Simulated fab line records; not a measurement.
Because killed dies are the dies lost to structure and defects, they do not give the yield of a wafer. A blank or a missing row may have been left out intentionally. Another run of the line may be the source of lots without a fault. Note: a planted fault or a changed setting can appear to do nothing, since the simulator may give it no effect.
Struck lot and sound lot, side by side / flow sky130 / 15 out of 708 route steps
Sound: these wafers, L110.3, L110.4, L110.6. The struck wafers were L115.1, L115.2, L115.3. Last of all comes the cause.
At each step with rows: each side's tool, then ch and its chambers, then its first start. Under that, the readings that differ: sound wafers / struck wafers / difference of the means / sigmas: that difference in standard deviations of wafers without a fault.
alike: readings with means less than 2 such deviations apart, plus words and numbers identical on both sides. not compared: withheld readings, readings lacking a value on some wafer, bounds such as >300 that could conceal the same value, and numbers that have no deviation in the record and whose values overlap.
The two part at a step that has a row with sigmas, a row that says differs or no value, or rows on one side only. Non-overlapping numbers with no deviation appear without sigmas and do not part them. A reading missing from all wafers of one side parts the sides only when that side holds two or more wafers.

first, 1 step without rows for these wafers: SKY_SONOS_TUNNEL_STRIP_11 (strips in SPM, time 600 s).
SKY_SONOS_TUNNEL_TW_MEAS_12:
  sound on filmMetro-03, day 13 20:40; struck on filmMetro-04, day 15 06:31
reading=SONOS_TUNNEL_TW; sound=193.3 194.9 194.4; struck=199.1 199.9 198.6; difference=+5.0; sigmas=+2
then, 2 steps without rows for these wafers: SKY_SONOS_TUNNEL_CLEAN_13 (cleans in dHF, time 20 s); SKY_SONOS_ONO_OXIDATION_00 (stabilise 600 s, purge 300 s, target thk 2.6 nm).
SKY_SONOS_ONO_THK_MEAS_01:
  sound on filmMetro-03, day 13 22:06; struck on filmMetro-02, day 15 07:56
  alike: SONOS_ONO_OXIDATION_THK
then, 1 step without rows for these wafers: SKY_SONOS_ONO_CVD_02 (deposits Si3N4 from DCS/NH3, target thk 10.5 nm, time 180 s).
SKY_SONOS_ONO_THK_MEAS_03:
  sound on filmMetro-01, day 14 02:15; struck on filmMetro-03, day 15 10:10
  alike: SONOS_ONO_CVD_02_THK
then, 1 step without rows for these wafers: SKY_SONOS_ONO_CVD_04 (deposits SiO2 from SiH4/N2O, target thk 5.7199 nm).
SKY_SONOS_ONO_THK_MEAS_05:
  sound on filmMetro-01, day 14 03:34; struck on filmMetro-02, day 15 11:28
  alike: SONOS_ONO_CVD_04_THK
then, 3 steps without rows for these wafers: SKY_SONOS_ONO_DEHYDRATE_06 (time 60 s); SKY_SONOS_ONO_HMDS_07 (prime time 60 s); SKY_SONOS_ONO_COAT_08 (resist thk 1140 nm).
SKY_SONOS_ONO_SOFTBAKE_09: time 60 s.
  sound on lithoTrack-02 ch 0, day 14 16:35; struck on lithoTrack-02 ch 0, day 16 01:32
reading=heaterPowerTotalW (W); sound=56.65 56.57 56.65; struck=61.31 61.29 61.32; difference=+4.68; sigmas=+99 or more
reading=runLengthS (s); sound=89.10 89.12 89.18; struck=76.87 76.66 76.70; difference=-12.39; sigmas=-62
  alike: chillPlateTempC
then, 1 step without rows for these wafers: SKY_SONOS_ONO_EXPOSE_10 (exposes mask ONOM, target cd 410 nm).
-- here the record skips 33 days between the struck wafers' starts before and after, leaving off in module SONOS_ONO and picking up in module PAD_OPEN (first step shown: number 708 of the route) --
SKY_PAD_OPEN_PROBE_99:
  sound on prober-02, day 48 09:49; struck on prober-01, day 49 09:13
  alike: killed_at_M0_to_M3, killed_at_M4_up, killedAtContacts, killedAtFrontEnd, killedAtOther, killedDies, killedOpen, killedShort

WHERE THEY PART
At SKY_SONOS_TUNNEL_TW_MEAS_12 first; at SKY_SONOS_ONO_SOFTBAKE_09 last (within this record only). Later steps at which nothing parts them and some readings are alike: SKY_PAD_OPEN_PROBE_99.

WHY: what had been put in by the simulator
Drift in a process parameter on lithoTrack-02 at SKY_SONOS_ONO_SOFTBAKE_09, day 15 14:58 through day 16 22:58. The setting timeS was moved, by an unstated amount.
